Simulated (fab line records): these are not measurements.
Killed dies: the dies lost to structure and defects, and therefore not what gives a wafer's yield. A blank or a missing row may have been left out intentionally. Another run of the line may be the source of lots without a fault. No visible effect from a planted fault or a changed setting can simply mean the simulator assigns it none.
Which tool did it? | flow gf180mcu | 24 lots, 72 wafers sampled, at 5 steps of a route of 602

WHAT THE GAUGES SHOWED, per wafer
GF_M4_OVL_MEAS_15. Usual: M4_OVL gives -1 nm (standard deviation 4.9).
lot  | measured     | on         | M4_OVL (nm) | flag
L074 | day 23 12:17 | overlay-02 | 0 7 4       |
L075 | day 24 07:12 | overlay-02 | -3 -8 -7    |
L076 | day 24 09:11 | overlay-02 | -2 -4 4     |
L077 | day 24 13:08 | overlay-01 | 8 3 7       |
L078 | day 25 05:38 | overlay-02 | 1 3 -4      |
L079 | day 25 14:40 | overlay-02 | 1 7 3       |
L081 | day 25 23:38 | overlay-01 | -3 -2 -4    |
L080 | day 26 01:03 | overlay-02 | -1 -2 2     |
L082 | day 26 07:50 | overlay-02 | 0 5 7       |
L083 | day 26 15:02 | overlay-02 | -2 -8 -4    |
L084 | day 26 21:20 | overlay-01 | 0 2 1       |
L085 | day 27 02:03 | overlay-02 | -6 -7 -10   |
L086 | day 27 10:37 | overlay-01 | -5 0 -11    |
L087 | day 27 15:29 | overlay-01 | 1 -5 -3     |
L088 | day 28 03:33 | overlay-02 | 2 1 4       |
L089 | day 28 05:55 | overlay-01 | 5 -1 2      |
L090 | day 28 15:20 | overlay-02 | 2 2 9       |
L091 | day 28 23:50 | overlay-02 | -8 3 -4     |
L092 | day 29 01:53 | overlay-01 | -1 -10 -2   |
L093 | day 29 07:47 | overlay-02 | -3 2 -5     |
L094 | day 29 16:52 | overlay-02 | -2 -2 -2    |
L095 | day 29 23:38 | overlay-01 | -8 1 -3     |
L096 | day 30 02:53 | overlay-02 | -9 1 -7     |
L097 | day 30 07:21 | overlay-02 | 0 -7 2      |

GF_V5_BOW_MEAS_05. Usual: V5_BOW gives 133 um (standard deviation 12).
lot  | measured     | on            | V5_BOW (um) | flag
L074 | day 26 08:54 | film metro-04 | 151 148 147 |
L075 | day 27 04:12 | film metro-03 | 127 147 132 |
L076 | day 27 05:51 | film metro-01 | 142 133 134 |
L077 | day 27 08:07 | film metro-04 | 117 117 126 |
L078 | day 27 23:40 | film metro-04 | 118 132 128 |
L079 | day 28 08:44 | film metro-03 | 144 126 143 |
L081 | day 28 16:50 | film metro-04 | 117 127 124 |
L080 | day 28 18:24 | film metro-04 | 128 125 121 |
L082 | day 29 00:15 | film metro-01 | 133 127 143 |
L083 | day 29 07:10 | film metro-03 | 113 130 122 |
L084 | day 29 13:23 | film metro-03 | 132 145 125 |
L085 | day 29 16:55 | film metro-01 | 136 140 152 |
L086 | day 30 01:37 | film metro-04 | 131 123 134 |
L087 | day 30 06:24 | film metro-03 | 145 162 145 |
L088 | day 30 16:00 | film metro-03 | 125 143 135 |
L089 | day 30 18:49 | film metro-03 | 137 131 134 |
L090 | day 31 05:14 | film metro-04 | 153 156 139 |
L091 | day 31 12:41 | film metro-03 | 116 116 110 |
L092 | day 31 13:50 | film metro-03 | 131 121 120 |
L093 | day 31 18:33 | film metro-03 | 129 110 122 |
L094 | day 32 04:53 | film metro-01 | 130 140 127 |
L095 | day 32 10:01 | film metro-03 | 148 149 143 |
L096 | day 32 12:04 | film metro-01 | 137 136 130 |
L097 | day 32 17:17 | film metro-03 | 155 151 143 |

WHICH TOOL RAN EACH LOT (tool, then ch and the chambers of the sampled wafers, then the start)
lot  | GF_V2_ETCH_16                      | GF_V2_SPUTTER_21             | GF_MIM_SPUTTER_07
L074 | rie diel-04 ch 1,2, day 20 09:26   | pvd sputter-02, day 20 10:05 | pvd sputter-02, day 24 13:10
L075 | rie diel-02 ch 0,1,3, day 21 06:29 | pvd sputter-03, day 21 07:09 | pvd sputter-03, day 25 08:05
L076 | rie diel-01 ch 0,3, day 21 07:37   | pvd sputter-04, day 21 08:17 | pvd sputter-03, day 25 09:59
L077 | rie diel-04 ch 1,2,3, day 21 12:37 | pvd sputter-04, day 21 13:20 | pvd sputter-03, day 25 13:28
L078 | rie diel-01 ch 0,2,3, day 22 04:37 | pvd sputter-02, day 22 05:18 | pvd sputter-02, day 26 05:33
L079 | rie diel-02 ch 0,2,3, day 22 15:40 | pvd sputter-02, day 22 16:21 | pvd sputter-03, day 26 14:46
L081 | rie diel-04 ch 1,2,3, day 23 02:31 | pvd sputter-02, day 23 03:17 | pvd sputter-03, day 26 23:29
L080 | rie diel-02 ch 0,2, day 23 03:37   | pvd sputter-04, day 23 04:17 | pvd sputter-02, day 27 00:35
L082 | rie diel-02 ch 0,1,2, day 23 11:29 | pvd sputter-02, day 23 12:08 | pvd sputter-01, day 27 07:55
L083 | rie diel-02 ch 2,3, day 23 19:16   | pvd sputter-03, day 23 19:56 | pvd sputter-03, day 27 14:44
L084 | rie diel-02 ch 1,2,3, day 24 01:40 | pvd sputter-03, day 24 02:19 | pvd sputter-03, day 27 20:41
L085 | rie diel-02 ch 1,2, day 24 06:43   | pvd sputter-04, day 24 07:23 | pvd sputter-01, day 28 00:50
L086 | rie diel-02 ch 1,2, day 24 14:46   | pvd sputter-02, day 24 15:26 | pvd sputter-03, day 28 10:04
L087 | rie diel-02 ch 1,2, day 24 20:49   | pvd sputter-04, day 24 21:29 | pvd sputter-01, day 28 14:02
L088 | rie diel-04 ch 1,2, day 25 08:43   | pvd sputter-02, day 25 09:26 | pvd sputter-01, day 29 01:35
L089 | rie diel-01 ch 0,2,3, day 25 12:46 | pvd sputter-02, day 25 13:26 | pvd sputter-02, day 29 05:08
L090 | rie diel-01 ch 1,2,3, day 25 22:01 | pvd sputter-04, day 25 22:41 | pvd sputter-01, day 29 15:07
L091 | rie diel-04 ch 0,1,3, day 26 06:40 | pvd sputter-03, day 26 07:19 | pvd sputter-03, day 29 23:53
L092 | rie diel-04 ch 0,1, day 26 09:46   | pvd sputter-04, day 26 10:27 | pvd sputter-03, day 30 00:35
L093 | rie diel-01 ch 1,2,3, day 26 14:37 | pvd sputter-02, day 26 15:17 | pvd sputter-01, day 30 06:04
L094 | rie diel-02 ch 0,2,3, day 26 23:52 | pvd sputter-03, day 27 00:32 | pvd sputter-02, day 30 14:48
L095 | rie diel-04 ch 1,2, day 27 09:37   | pvd sputter-04, day 27 10:19 | pvd sputter-02, day 30 20:34
L096 | rie diel-02 ch 1,2,3, day 27 12:22 | pvd sputter-04, day 27 13:02 | pvd sputter-02, day 31 00:24
L097 | rie diel-04 ch 2,3, day 27 16:55   | pvd sputter-04, day 27 17:35 | pvd sputter-01, day 31 04:37
- GF_V2_ETCH_16: etches BARC in N2/H2.
- GF_V2_SPUTTER_21: material Ti, target thk 15 nm, time 80.02 s.
- GF_MIM_SPUTTER_07: material TiN, target thk 60 nm, time 50 s.

WHAT THE TOOLS THEMSELVES READ (means of the sampled wafers that have a number; where no wafer has one, the mark that the record gives instead)
GF_V2_ETCH_16. Usual: chamber pressure mTorr 29.998 mTorr, standard deviation 0.029; drypump motor current A 5.95 A, standard deviation 0.3; oes product au 0.855 a.u., standard deviation 0.0052; rf fwd power W 496.0 W, standard deviation 2; throttle valve pct 13.224 %, standard deviation 0.009.
lot  | tool        | chamber pressure mTorr (mTorr) | drypump motor current A (A) | oes product au (a.u.) | rf fwd power W (W) | throttle valve pct (%) | flag
L074 | rie diel-04 | 30.016                         | 6.19                        | 0.855                 | 497.1              | 13.232                 |
L075 | rie diel-02 | 30.007                         | 5.97                        | 0.853                 | 496.9              | 13.232                 |
L076 | rie diel-01 | 29.984                         | 6.29                        | 0.850                 | 496.2              | 13.220                 |
L077 | rie diel-04 | 30.007                         | 5.96                        | 0.859                 | 496.3              | 13.229                 |
L078 | rie diel-01 | 29.970                         | 6.28                        | 0.857                 | 497.6              | 13.225                 |
L079 | rie diel-02 | 30.038                         | 5.87                        | 0.856                 | 496.8              | 13.218                 |
L081 | rie diel-04 | 30.040                         | 5.94                        | 0.851                 | 494.8              | 13.232                 |
L080 | rie diel-02 | 30.001                         | 5.73                        | 0.851                 | 495.2              | 13.212                 |
L082 | rie diel-02 | 30.024                         | 5.86                        | 0.857                 | 494.4              | 13.224                 |
L083 | rie diel-02 | 29.991                         | 5.86                        | 0.855                 | 495.1              | 13.224                 |
L084 | rie diel-02 | 29.992                         | 5.83                        | 0.856                 | 495.0              | 13.233                 |
L085 | rie diel-02 | 29.997                         | 5.81                        | 0.857                 | 494.5              | 13.222                 |
L086 | rie diel-02 | 29.978                         | 5.82                        | 0.855                 | 497.5              | 13.221                 |
L087 | rie diel-02 | 29.987                         | 5.71                        | 0.857                 | 494.7              | 13.219                 |
L088 | rie diel-04 | 30.000                         | 6.21                        | 0.855                 | 496.8              | 13.231                 |
L089 | rie diel-01 | 30.016                         | 6.26                        | 0.859                 | 496.8              | 13.230                 |
L090 | rie diel-01 | 30.010                         | 6.23                        | 0.861                 | 497.1              | 13.226                 |
L091 | rie diel-04 | 30.006                         | 5.99                        | 0.852                 | 496.7              | 13.217                 |
L092 | rie diel-04 | 30.016                         | 6.21                        | 0.853                 | 496.4              | 13.218                 |
L093 | rie diel-01 | 29.988                         | 6.23                        | 0.858                 | 494.9              | 13.216                 |
L094 | rie diel-02 | 29.966                         | 5.87                        | 0.855                 | 496.2              | 13.217                 |
L095 | rie diel-04 | 30.005                         | 6.21                        | 0.854                 | 497.5              | 13.225                 |
L096 | rie diel-02 | 29.988                         | 5.83                        | 0.858                 | 495.8              | 13.219                 |
L097 | rie diel-04 | 29.960                         | 5.73                        | 0.856                 | 496.7              | 13.233                 |

GF_V2_SPUTTER_21. Usual: throttle valve pct reads 30.0 % (standard deviation 0.99).
lot  | tool           | throttle valve pct (%) | flag
L074 | pvd sputter-02 | 30.1                   |
L075 | pvd sputter-03 | 29.8                   |
L076 | pvd sputter-04 | 30.7                   |
L077 | pvd sputter-04 | 30.8                   |
L078 | pvd sputter-02 | 29.6                   |
L079 | pvd sputter-02 | 29.5                   |
L081 | pvd sputter-02 | 29.3                   |
L080 | pvd sputter-04 | 30.4                   |
L082 | pvd sputter-02 | 29.5                   |
L083 | pvd sputter-03 | 29.0                   |
L084 | pvd sputter-03 | 29.0                   |
L085 | pvd sputter-04 | 31.0                   |
L086 | pvd sputter-02 | 29.5                   |
L087 | pvd sputter-04 | 30.3                   |
L088 | pvd sputter-02 | 29.5                   |
L089 | pvd sputter-02 | 29.9                   |
L090 | pvd sputter-04 | 30.3                   |
L091 | pvd sputter-03 | 29.5                   |
L092 | pvd sputter-04 | 30.4                   |
L093 | pvd sputter-02 | 29.8                   |
L094 | pvd sputter-03 | 29.8                   |
L095 | pvd sputter-04 | 30.2                   |
L096 | pvd sputter-04 | 30.8                   |
L097 | pvd sputter-04 | 31.0                   |

GF_MIM_SPUTTER_07. Usual: throttle valve pct reads 29.7 % (standard deviation 0.9).
lot  | tool           | throttle valve pct (%) | flag
L074 | pvd sputter-02 | 29.6                   |
L075 | pvd sputter-03 | 29.1                   |
L076 | pvd sputter-03 | 29.1                   |
L077 | pvd sputter-03 | 29.6                   |
L078 | pvd sputter-02 | 29.8                   |
L079 | pvd sputter-03 | 29.6                   |
L081 | pvd sputter-03 | 29.4                   |
L080 | pvd sputter-02 | 29.7                   |
L082 | pvd sputter-01 | 30.8                   |
L083 | pvd sputter-03 | 29.7                   |
L084 | pvd sputter-03 | 29.1                   |
L085 | pvd sputter-01 | 31.3                   |
L086 | pvd sputter-03 | 29.6                   |
L087 | pvd sputter-01 | 30.7                   |
L088 | pvd sputter-01 | 31.4                   |
L089 | pvd sputter-02 | 29.7                   |
L090 | pvd sputter-01 | 29.8                   |
L091 | pvd sputter-03 | 29.2                   |
L092 | pvd sputter-03 | 28.8                   |
L093 | pvd sputter-01 | 30.6                   |
L094 | pvd sputter-02 | 29.8                   |
L095 | pvd sputter-02 | 29.7                   |
L096 | pvd sputter-02 | 29.5                   |
L097 | pvd sputter-01 | 30.4                   |

THE ANSWER, worked out from the rows above alone
Rule: a lot counts as off when the mean over its wafers that have a number is more than 3 standard deviations away from the usual mean. A lot without any number at a reading at which 4 lots or more have one is off too. Where the step has rows for the other lots, those lots are counted as sound. The gauges are gone through in route order, then the tools' own readings, and for those a lot's mean is taken as printed above. At the first step where some lot is off, the reading lying furthest off is the one used; lots without a number count as furthest.
None of the lots is off at any reading shown; this tells nothing.

WHAT THE SIMULATOR HAD PUT IN
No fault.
